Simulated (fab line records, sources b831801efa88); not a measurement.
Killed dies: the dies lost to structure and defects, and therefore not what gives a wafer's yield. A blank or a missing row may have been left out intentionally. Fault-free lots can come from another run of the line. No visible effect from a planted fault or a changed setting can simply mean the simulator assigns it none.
fab line records	flow gf180mcu
record: lots: 24	wafers: 72	last_day: 34
route steps=602 shown V2@387 M4@458 V4@490 MIM@523 V5@554 PASSIVATION@590
lots that met no fault: from a run of the same line without faults
start_h: hours from the record's first day to the start of the lot's first wafer shown	wait_h: hours elapsed since this lot's preceding step	" the same as in the row above	L1.1+2: a row that stands for several wafers	- no value present, or no start provided	* or withheld: withheld	< > ~ a bound
route shown NAME@n: NAME is a module with steps in the file, n the number in the route of the first one	usual: average and standard deviation across the fault-free wafers	same: alike in all rows	chamber/n: place in a boat	sites: each site's reading	_std_site: the standard deviation of these	_edge_site: inner sites' mean taken away from outer sites' mean	radius_mm: for every site, how far away it sits from the centre of the wafer	mask NAME#n: copy n	behind: the most recent tool/chamber to have shaped the wafer	hold: what put the lot on hold/how long, in hours/how the hold closed	device: which transistor (n, p or np) failed to switch	end of line: tests of these same wafers at the route's end	a step with no rows: only its recipe	killed: at the first sort, the dies lost to defects and structure; wafer yield is something else	map: shows each die of a wafer: x if killed, . if not, _ if none is there
set.NAME: setting as actually run; set.NAME@STEP: the setting as run at that earlier step	model.NAME: the simulator's own value behind a step, which no gauge read
a sample of lots followed through the steps of the route, with each step as a table and each wafer as a row
services: when a tool's chamber went out of use (start_h, in hours from the record's first day, below 0 if earlier), for how many hours, and the reason
== steps ==
step: GF_V2_BOW_MEAS_05
recipe: mode: bow
usual: V2_BOW: 99/6.9
lot.wafer	tool	chamber	start_h	wait_h	V2_BOW[um]
L074.3	film_metro-04	-	455.23	0.3	101
L074.4	"	-	"	"	95
L074.6	"	-	"	"	101
L075.1	film_metro-04	-	455.95	0.1	93
L075.2	"	-	"	"	96
L075.5	"	-	"	"	99
L076.2	film_metro-04	-	467.60	0.2	107
L076.5	"	-	"	"	110
L076.6	"	-	"	"	119
L077.2	film_metro-01	-	474.73	0.3	86
L077.3	"	-	"	"	91
L077.5	"	-	"	"	98
L078.1	film_metro-01	-	479.94	0.1	92
L078.4	"	-	"	"	91
L078.6	"	-	"	"	94
L079.3	film_metro-04	-	482.47	0.2	101
L079.4	"	-	"	"	97
L079.5	"	-	"	"	98
L080.1	film_metro-01	-	496.04	0.2	104
L080.5	"	-	"	"	92
L080.6	"	-	"	"	100
L081.2	film_metro-04	-	503.01	0.1	92
L081.3	"	-	"	"	97
L081.4	"	-	"	"	98
L082.3	film_metro-04	-	515.96	0.1	100
L082.4	"	-	"	"	87
L082.5	"	-	"	"	92
L083.1	film_metro-01	-	534.95	0.2	104
L083.2	"	-	"	"	104
L083.3	"	-	"	"	100
L084.2	film_metro-01	-	537.07	0.2	105
L084.3	"	-	"	"	90
L084.4	"	-	"	"	104
L085.1	film_metro-04	-	542.44	0.1	99
L085.4	"	-	"	"	108
L085.6	"	-	"	"	101
L086.1	film_metro-02	-	551.01	0.1	84
L086.3	"	-	"	"	91
L086.6	"	-	"	"	82
L087.1	film_metro-04	-	560.95	0.2	99
L087.5	"	-	"	"	104
L087.6	"	-	"	"	104
L088.3	film_metro-01	-	567.00	0.3	106
L088.4	"	-	"	"	99
L088.5	"	-	"	"	101
L089.2	film_metro-01	-	569.65	0.2	102
L089.4	"	-	"	"	104
L089.5	"	-	"	"	98
L090.1	film_metro-04	-	575.59	0.2	103
L090.2	"	-	"	"	101
L090.4	"	-	"	"	106
L091.1	film_metro-02	-	586.57	0.3	107
L091.2	"	-	"	"	99
L091.3	"	-	"	"	105
L092.1	film_metro-04	-	590.28	0.2	111
L092.2	"	-	"	"	105
L092.5	"	-	"	"	103
L093.2	film_metro-01	-	606.33	0.2	104
L093.3	"	-	"	"	103
L093.5	"	-	"	"	98
L094.1	film_metro-02	-	607.82	0.1	103
L094.2	"	-	"	"	92
L094.4	"	-	"	"	91
L095.1	film_metro-02	-	615.68	0.2	108
L095.2	"	-	"	"	101
L095.4	"	-	"	"	105
L096.2	film_metro-04	-	621.91	0.2	96
L096.3	"	-	"	"	97
L096.6	"	-	"	"	112
L097.1	film_metro-04	-	627.98	0.1	98
L097.2	"	-	"	"	100
L097.5	"	-	"	"	96
step: GF_M4_SPUTTER_02
recipe: material: AlCu	target_thk_nm: 450	power_w: 10600	time_s: 23.9	chamber_pressure_pa: 0.4
usual: cathode_dc_power_W: 10600/1.9	throttle_valve_pct: 30.4/0.77
lot.wafer	tool	chamber	start_h	wait_h	cathode_dc_power_W	throttle_valve_pct
L074.3	pvd_sputter-01	-	531.18	0.0	10600	29.4
L074.4	"	-	"	"	10601	30.3
L074.6	"	-	"	"	10601	30.0
L075.1	pvd_sputter-03	-	531.46	0.0	10599	32.0
L075.2	"	-	"	"	10598	30.7
L075.5	"	-	"	"	10599	30.5
L076.2	pvd_sputter-01	-	543.65	0.0	10603	29.5
L076.5	"	-	"	"	10601	30.1
L076.6	"	-	"	"	10598	29.5
L077.2	pvd_sputter-03	-	549.42	0.0	10597	30.6
L077.3	"	-	"	"	10599	30.3
L077.5	"	-	"	"	10599	30.3
L078.1	pvd_sputter-03	-	554.32	0.0	10603	30.6
L078.4	"	-	"	"	10600	32.0
L078.6	"	-	"	"	10602	30.2
L079.3	pvd_sputter-01	-	556.91	0.0	10601	29.8
L079.4	"	-	"	"	10599	29.4
L079.5	"	-	"	"	10599	29.6
L080.1	pvd_sputter-03	-	569.46	0.0	10599	32.1
L080.5	"	-	"	"	10602	30.4
L080.6	"	-	"	"	10604	30.8
L081.2	pvd_sputter-04	-	576.03	0.0	10602	30.7
L081.3	"	-	"	"	10602	31.5
L081.4	"	-	"	"	10604	30.6
L082.3	pvd_sputter-01	-	587.90	0.0	10602	29.6
L082.4	"	-	"	"	10599	29.4
L082.5	"	-	"	"	10601	29.5
L083.1	pvd_sputter-01	-	605.70	0.0	10596	29.3
L083.2	"	-	"	"	10599	29.2
L083.3	"	-	"	"	10599	29.5
L084.2	pvd_sputter-01	-	607.24	0.0	10595	29.6
L084.3	"	-	"	"	10601	29.8
L084.4	"	-	"	"	10598	29.9
L085.1	pvd_sputter-01	-	611.32	0.0	10596	29.5
L085.4	"	-	"	"	10601	29.8
L085.6	"	-	"	"	10599	29.6
L086.1	pvd_sputter-01	-	619.66	0.0	10601	29.6
L086.3	"	-	"	"	10599	29.9
L086.6	"	-	"	"	10598	30.1
L087.1	pvd_sputter-04	-	628.71	0.0	10603	30.7
L087.5	"	-	"	"	10601	30.8
L087.6	"	-	"	"	10598	31.6
L088.3	pvd_sputter-03	-	635.12	0.0	10603	32.1
L088.4	"	-	"	"	10597	30.4
L088.5	"	-	"	"	10602	30.3
L089.2	pvd_sputter-04	-	636.80	0.0	10603	31.3
L089.4	"	-	"	"	10601	31.0
L089.5	"	-	"	"	10599	30.7
L090.1	pvd_sputter-03	-	642.64	0.0	10599	30.1
L090.2	"	-	"	"	10600	30.7
L090.4	"	-	"	"	10603	30.6
L091.1	pvd_sputter-03	-	652.65	0.0	10596	30.5
L091.2	"	-	"	"	10601	30.6
L091.3	"	-	"	"	10602	30.6
L092.1	pvd_sputter-04	-	656.65	0.0	10600	31.2
L092.2	"	-	"	"	10601	31.2
L092.5	"	-	"	"	10599	31.4
L093.2	pvd_sputter-04	-	670.53	0.0	10600	31.4
L093.3	"	-	"	"	10602	31.2
L093.5	"	-	"	"	10603	30.9
L094.1	pvd_sputter-01	-	674.25	0.0	10602	29.3
L094.2	"	-	"	"	10600	30.0
L094.4	"	-	"	"	10598	29.5
L095.1	pvd_sputter-01	-	681.20	0.0	10600	30.1
L095.2	"	-	"	"	10598	29.4
L095.4	"	-	"	"	10601	29.2
L096.2	pvd_sputter-03	-	687.47	0.0	10605	30.2
L096.3	"	-	"	"	10602	30.3
L096.6	"	-	"	"	10601	30.6
L097.1	pvd_sputter-01	-	691.59	0.0	10597	29.5
L097.2	"	-	"	"	10601	29.5
L097.5	"	-	"	"	10598	30.1
step: GF_V4_CD_MEAS_14
recipe: target_cd_nm: 260
usual: cd_nm: 260.3/1.2
lot.wafer	tool	chamber	start_h	wait_h	cd_nm
L074.3	cd_sem-01	-	576.88	0.1	258.7
L074.4	"	-	"	"	259.6
L074.6	"	-	"	"	259.1
L075.1	cd_sem-01	-	577.49	0.1	259.1
L075.2	"	-	"	"	259.4
L075.5	"	-	"	"	260.1
L076.2	cd_sem-02	-	588.89	0.1	260.2
L076.5	"	-	"	"	260.0
L076.6	"	-	"	"	259.5
L077.2	cd_sem-02	-	594.34	0.1	262.5
L077.3	"	-	"	"	261.9
L077.5	"	-	"	"	262.7
L078.1	cd_sem-01	-	598.64	0.1	258.6
L078.4	"	-	"	"	258.3
L078.6	"	-	"	"	259.0
L079.3	cd_sem-02	-	601.31	0.1	261.3
L079.4	"	-	"	"	261.0
L079.5	"	-	"	"	262.1
L080.1	cd_sem-02	-	614.27	0.1	261.6
L080.5	"	-	"	"	260.9
L080.6	"	-	"	"	260.6
L081.2	cd_sem-01	-	619.49	0.1	261.4
L081.3	"	-	"	"	259.5
L081.4	"	-	"	"	260.9
L082.3	cd_sem-02	-	630.33	0.1	261.1
L082.4	"	-	"	"	259.8
L082.5	"	-	"	"	260.6
L083.1	cd_sem-01	-	646.97	0.1	261.7
L083.2	"	-	"	"	262.1
L083.3	"	-	"	"	261.2
L084.2	cd_sem-02	-	650.04	0.1	259.5
L084.3	"	-	"	"	260.9
L084.4	"	-	"	"	258.8
L085.1	cd_sem-02	-	653.12	0.1	261.5
L085.4	"	-	"	"	261.4
L085.6	"	-	"	"	260.0
L086.1	cd_sem-01	-	660.89	0.1	259.5
L086.3	"	-	"	"	259.1
L086.6	"	-	"	"	258.4
L087.1	cd_sem-02	-	670.77	0.1	261.5
L087.5	"	-	"	"	260.2
L087.6	"	-	"	"	261.6
L088.3	cd_sem-01	-	676.56	0.1	258.4
L088.4	"	-	"	"	257.9
L088.5	"	-	"	"	257.8
L089.2	cd_sem-01	-	678.54	0.1	259.4
L089.4	"	-	"	"	259.0
L089.5	"	-	"	"	259.0
L090.1	cd_sem-02	-	684.44	0.1	260.5
L090.2	"	-	"	"	260.8
L090.4	"	-	"	"	262.0
L091.1	cd_sem-02	-	693.59	0.1	261.2
L091.2	"	-	"	"	260.6
L091.3	"	-	"	"	261.4
L092.1	cd_sem-02	-	696.72	0.1	261.8
L092.2	"	-	"	"	261.2
L092.5	"	-	"	"	261.1
L093.2	cd_sem-01	-	709.58	0.2	261.6
L093.3	"	-	"	"	260.7
L093.5	"	-	"	"	261.2
L094.1	cd_sem-01	-	712.62	0.1	259.5
L094.2	"	-	"	"	261.0
L094.4	"	-	"	"	259.9
L095.1	cd_sem-02	-	719.67	0.1	258.1
L095.2	"	-	"	"	259.3
L095.4	"	-	"	"	259.0
L096.2	cd_sem-02	-	725.69	0.1	261.9
L096.3	"	-	"	"	260.9
L096.6	"	-	"	"	260.6
L097.1	cd_sem-02	-	729.14	0.1	260.9
L097.2	"	-	"	"	259.1
L097.5	"	-	"	"	261.7
step: GF_MIM_STRIP_20
recipe: chemistry: O2/N2	power_w: 1400	pressure_mtorr: 1500	platen_temp_c: 250	o2_flow_sccm: 3000	n2_flow_sccm: 300	overash_fraction: 0.5
usual: drypump_motor_current_A: 5.4/0.57	heater_power_w: 337/21	oes_product_au: 0.692/0.0051	strip_time_to_endpoint_s: 11.21/0.048
same: overash_fraction: 0.5
lot.wafer	tool	chamber	start_h	wait_h	drypump_motor_current_A	heater_power_w	oes_product_au	rf_hours_counter_h	strip_time_to_endpoint_s
L074.3	plasma_asher-02	0	600.37	0.1	5.1	352	0.704	-	11.28
L074.4	"	1	"	"	4.6	364	0.694	-	11.21
L074.6	"	1	"	"	4.6	349	0.696	-	11.27
L075.1	plasma_asher-03	1	600.64	0.0	5.5	325	0.691	51	11.17
L075.2	"	0	"	"	6.2	310	0.691	51	11.16
L075.5	"	1	"	"	5.5	322	0.687	-	11.15
L076.2	plasma_asher-01	0	611.43	0.0	6.1	346	0.689	79	11.22
L076.5	"	1	"	"	5.1	387	0.696	-	11.29
L076.6	"	0	"	"	6.1	337	0.683	-	11.22
L077.2	plasma_asher-02	1	616.73	0.0	4.7	347	0.692	99	11.23
L077.3	"	0	"	"	5.1	357	0.698	-	11.20
L077.5	"	0	"	"	5.1	356	0.690	-	11.21
L078.1	plasma_asher-01	0	620.83	0.0	6.1	336	0.693	80	11.19
L078.4	"	0	"	"	6.1	337	0.691	-	11.26
L078.6	"	1	"	"	5.1	389	0.693	-	11.22
L079.3	plasma_asher-02	1	624.03	0.1	4.6	341	0.686	-	11.16
L079.4	"	0	"	"	5.1	354	0.694	-	11.22
L079.5	"	1	"	"	4.6	351	0.693	-	11.20
L080.1	plasma_asher-03	0	636.09	0.0	6.2	317	0.690	55	11.21
L080.5	"	1	"	"	5.5	319	0.689	-	11.26
L080.6	"	0	"	"	6.2	303	0.690	-	11.21
L081.2	plasma_asher-03	0	641.73	0.0	6.2	310	0.692	56	11.18
L081.3	"	0	"	"	6.2	310	0.693	-	11.22
L081.4	"	1	"	"	5.5	326	0.689	-	11.18
L082.3	plasma_asher-03	0	652.95	0.1	6.2	313	0.700	-	11.26
L082.4	"	1	"	"	5.5	331	0.699	-	11.27
L082.5	"	1	"	"	5.5	320	0.700	-	11.24
L083.1	plasma_asher-03	1	668.33	0.0	5.5	322	0.688	58	11.29
L083.2	"	0	"	"	6.2	314	0.696	58	11.20
L083.3	"	1	"	"	5.5	329	0.694	-	11.26
L084.2	plasma_asher-02	0	671.98	0.0	5.1	356	0.687	104	11.23
L084.3	"	1	"	"	4.7	338	0.691	-	11.28
L084.4	"	0	"	"	5.1	360	0.698	-	11.25
L085.1	plasma_asher-02	0	674.69	0.0	5.1	356	0.701	105	11.30
L085.4	"	1	"	"	4.7	353	0.687	-	11.27
L085.6	"	0	"	"	5.1	347	0.691	-	11.21
L086.1	plasma_asher-02	0	682.54	0.0	5.1	367	0.698	105	11.26
L086.3	"	0	"	"	5.1	350	0.703	-	11.30
L086.6	"	1	"	"	4.6	352	0.688	-	11.29
L087.1	plasma_asher-03	0	692.64	0.0	6.2	316	0.691	61	11.23
L087.5	"	1	"	"	5.5	327	0.688	-	11.23
L087.6	"	0	"	"	6.2	306	0.691	-	11.23
L088.3	plasma_asher-02	0	697.11	0.1	5.1	357	0.688	-	11.14
L088.4	"	1	"	"	4.6	341	0.683	-	11.15
L088.5	"	0	"	"	5.1	345	0.691	-	11.14
L089.2	plasma_asher-03	0	698.83	0.0	6.2	318	0.689	62	11.27
L089.4	"	1	"	"	5.5	341	0.695	-	11.22
L089.5	"	0	"	"	6.2	310	0.691	-	11.25
L090.1	plasma_asher-02	1	705.63	0.0	4.6	350	0.692	108	11.22
L090.2	"	0	"	"	5.1	355	0.688	108	11.19
L090.4	"	1	"	"	4.6	353	0.687	-	11.21
L091.1	plasma_asher-01	0	714.16	0.1	6.1	331	0.694	88	11.20
L091.2	"	1	"	"	5.1	385	0.695	88	11.20
L091.3	"	1	"	"	5.1	383	0.695	-	11.24
L092.1	plasma_asher-03	0	717.18	0.0	6.2	310	0.684	64	11.21
L092.2	"	1	"	"	5.5	325	0.687	64	11.14
L092.5	"	1	"	"	5.5	322	0.686	-	11.20
L093.2	plasma_asher-02	1	729.24	0.0	4.6	345	0.690	110	11.26
L093.3	"	1	"	"	4.6	350	0.694	-	11.27
L093.5	"	0	"	"	5.1	345	0.693	-	11.25
L094.1	plasma_asher-03	0	732.49	0.0	6.2	311	0.692	66	11.15
L094.2	"	1	"	"	5.5	327	0.690	66	11.24
L094.4	"	1	"	"	5.5	323	0.693	-	11.17
L095.1	plasma_asher-03	0	739.76	0.1	6.2	316	0.689	68	11.16
L095.2	"	1	"	"	5.5	334	0.691	68	11.10
L095.4	"	1	"	"	5.5	331	0.691	-	11.06
L096.2	plasma_asher-02	0	744.81	0.1	5.1	352	0.693	0	11.17
L096.3	"	1	"	"	4.6	341	0.685	-	11.18
L096.6	"	0	"	"	5.1	356	0.695	-	11.17
L097.1	plasma_asher-03	1	748.34	0.0	5.5	333	0.687	69	11.21
L097.2	"	0	"	"	6.2	311	0.690	69	11.21
L097.5	"	1	"	"	5.5	322	0.691	-	11.16
step: GF_V5_CD_MEAS_14
recipe: target_cd_nm: 260
usual: cd_nm: 260.5/1.3
lot.wafer	tool	chamber	start_h	wait_h	cd_nm
L074.3	cd_sem-02	-	642.43	0.1	260.5
L074.4	"	-	"	"	258.9
L074.6	"	-	"	"	260.5
L075.1	cd_sem-02	-	643.27	0.1	261.1
L075.2	"	-	"	"	259.7
L075.5	"	-	"	"	261.4
L076.2	cd_sem-01	-	654.18	0.2	261.3
L076.5	"	-	"	"	259.9
L076.6	"	-	"	"	259.7
L077.2	cd_sem-01	-	659.06	0.1	256.9
L077.3	"	-	"	"	259.7
L077.5	"	-	"	"	258.7
L078.1	cd_sem-01	-	663.32	0.1	260.0
L078.4	"	-	"	"	260.3
L078.6	"	-	"	"	258.6
L079.3	cd_sem-02	-	666.16	0.1	259.5
L079.4	"	-	"	"	259.7
L079.5	"	-	"	"	259.9
L080.1	cd_sem-02	-	677.79	0.1	262.1
L080.5	"	-	"	"	262.8
L080.6	"	-	"	"	261.9
L081.2	cd_sem-01	-	683.99	0.1	260.3
L081.3	"	-	"	"	260.9
L081.4	"	-	"	"	260.4
L082.3	cd_sem-01	-	694.20	0.1	259.5
L082.4	"	-	"	"	258.2
L082.5	"	-	"	"	259.9
L083.1	cd_sem-01	-	707.71	0.1	258.7
L083.2	"	-	"	"	259.9
L083.3	"	-	"	"	260.3
L084.2	cd_sem-02	-	711.66	0.2	260.1
L084.3	"	-	"	"	259.6
L084.4	"	-	"	"	259.2
L085.1	cd_sem-02	-	715.09	0.1	260.3
L085.4	"	-	"	"	261.6
L085.6	"	-	"	"	261.4
L086.1	cd_sem-02	-	721.31	0.1	259.3
L086.3	"	-	"	"	260.5
L086.6	"	-	"	"	259.3
L087.1	cd_sem-01	-	731.19	0.1	259.9
L087.5	"	-	"	"	259.2
L087.6	"	-	"	"	258.9
L088.3	cd_sem-01	-	734.75	0.1	260.3
L088.4	"	-	"	"	260.2
L088.5	"	-	"	"	260.0
L089.2	cd_sem-01	-	736.73	0.1	260.9
L089.4	"	-	"	"	260.7
L089.5	"	-	"	"	260.0
L090.1	cd_sem-01	-	743.09	0.1	260.0
L090.2	"	-	"	"	260.1
L090.4	"	-	"	"	260.4
L091.1	cd_sem-01	-	751.21	0.1	262.8
L091.2	"	-	"	"	261.3
L091.3	"	-	"	"	261.1
L092.1	cd_sem-02	-	754.41	0.1	258.9
L092.2	"	-	"	"	258.7
L092.5	"	-	"	"	259.9
L093.2	cd_sem-02	-	764.74	0.1	262.8
L093.3	"	-	"	"	262.9
L093.5	"	-	"	"	261.4
L094.1	cd_sem-02	-	767.69	0.2	264.3
L094.2	"	-	"	"	263.1
L094.4	"	-	"	"	264.1
L095.1	cd_sem-02	-	774.51	0.1	259.8
L095.2	"	-	"	"	260.5
L095.4	"	-	"	"	259.8
L096.2	cd_sem-02	-	779.68	0.1	260.9
L096.3	"	-	"	"	261.3
L096.6	"	-	"	"	259.9
L097.1	cd_sem-02	-	782.26	0.1	260.1
L097.2	"	-	"	"	261.5
L097.5	"	-	"	"	259.4
step: GF_PASSIVATION_THK_MEAS_03
recipe: reads: Si3N4_of_PASSIVATION_CVD_02
usual: PASSIVATION_CVD_02_THK: 701/7.5
lot.wafer	tool	chamber	start_h	wait_h	PASSIVATION_CVD_02_THK[nm]
L074.3	film_metro-01	-	666.05	0.2	694
L074.4	"	-	"	"	705
L074.6	"	-	"	"	699
L075.1	film_metro-04	-	666.87	0.1	685
L075.2	"	-	"	"	691
L075.5	"	-	"	"	695
L076.2	film_metro-01	-	677.57	0.2	693
L076.5	"	-	"	"	708
L076.6	"	-	"	"	698
L077.2	film_metro-02	-	682.33	0.2	692
L077.3	"	-	"	"	699
L077.5	"	-	"	"	705
L078.1	film_metro-02	-	686.43	0.3	697
L078.4	"	-	"	"	708
L078.6	"	-	"	"	707
L079.3	film_metro-02	-	688.81	0.2	697
L079.4	"	-	"	"	705
L079.5	"	-	"	"	711
L080.1	film_metro-02	-	699.41	0.1	696
L080.5	"	-	"	"	704
L080.6	"	-	"	"	703
L081.2	film_metro-04	-	705.90	0.2	690
L081.3	"	-	"	"	698
L081.4	"	-	"	"	706
L082.3	film_metro-02	-	715.96	0.2	705
L082.4	"	-	"	"	709
L082.5	"	-	"	"	707
L083.1	film_metro-04	-	728.79	0.1	700
L083.2	"	-	"	"	693
L083.3	"	-	"	"	701
L084.2	film_metro-04	-	732.84	0.2	699
L084.3	"	-	"	"	702
L084.4	"	-	"	"	715
L085.1	film_metro-04	-	735.47	0.1	692
L085.4	"	-	"	"	708
L085.6	"	-	"	"	705
L086.1	film_metro-02	-	742.14	0.1	693
L086.3	"	-	"	"	707
L086.6	"	-	"	"	707
L087.1	film_metro-04	-	751.82	0.1	701
L087.5	"	-	"	"	713
L087.6	"	-	"	"	704
L088.3	film_metro-01	-	755.08	0.2	696
L088.4	"	-	"	"	711
L088.5	"	-	"	"	706
L089.2	film_metro-04	-	756.52	0.2	681
L089.4	"	-	"	"	688
L089.5	"	-	"	"	713
L090.1	film_metro-02	-	762.93	0.2	696
L090.2	"	-	"	"	690
L090.4	"	-	"	"	705
L091.1	film_metro-04	-	770.51	0.1	698
L091.2	"	-	"	"	698
L091.3	"	-	"	"	698
L092.1	film_metro-02	-	773.90	0.1	699
L092.2	"	-	"	"	698
L092.5	"	-	"	"	701
L093.2	film_metro-01	-	783.20	0.2	698
L093.3	"	-	"	"	698
L093.5	"	-	"	"	700
L094.1	film_metro-04	-	786.83	0.1	698
L094.2	"	-	"	"	702
L094.4	"	-	"	"	705
L095.1	film_metro-04	-	793.17	0.1	701
L095.2	"	-	"	"	701
L095.4	"	-	"	"	721
L096.2	film_metro-02	-	797.96	0.2	704
L096.3	"	-	"	"	695
L096.6	"	-	"	"	710
L097.1	film_metro-04	-	800.08	0.1	696
L097.2	"	-	"	"	692
L097.5	"	-	"	"	701
== services ==
tool	chamber	start_h	hours	kind
pvd_sputter-03	-	524.22	0.6	repair
pvd_sputter-01	2	543.74	-	consumable_replace:kit
pvd_sputter-01	2	543.74	18.0	scheduled_down
pvd_sputter-01	2	543.74	18.0	vent_cycle
pvd_sputter-03	3	608.24	-	consumable_replace:kit
pvd_sputter-03	3	608.24	18.0	scheduled_down
pvd_sputter-03	3	608.24	18.0	vent_cycle
plasma_asher-01	-	642.30	1.0	repair
pvd_sputter-03	-	647.45	1.2	repair
pvd_sputter-01	1	655.94	-	consumable_replace:kit
pvd_sputter-04	-	675.67	5.4	repair
plasma_asher-01	-	689.89	22.6	pm
pvd_sputter-04	-	690.43	2.2	repair
plasma_asher-02	-	717.61	0.7	repair
pvd_sputter-03	2	723.06	-	consumable_replace:kit
pvd_sputter-03	2	723.06	18.0	scheduled_down
pvd_sputter-03	2	723.06	18.0	vent_cycle
plasma_asher-01	-	723.17	14.7	repair
pvd_sputter-03	-	730.99	3.0	repair
plasma_asher-02	-	733.75	9.0	pm
plasma_asher-02	0	733.75	9.0	vent_cycle
plasma_asher-02	1	733.75	9.0	vent_cycle
plasma_asher-02	0	742.75	-	clean
plasma_asher-02	1	742.75	-	clean
== key ==
fault none
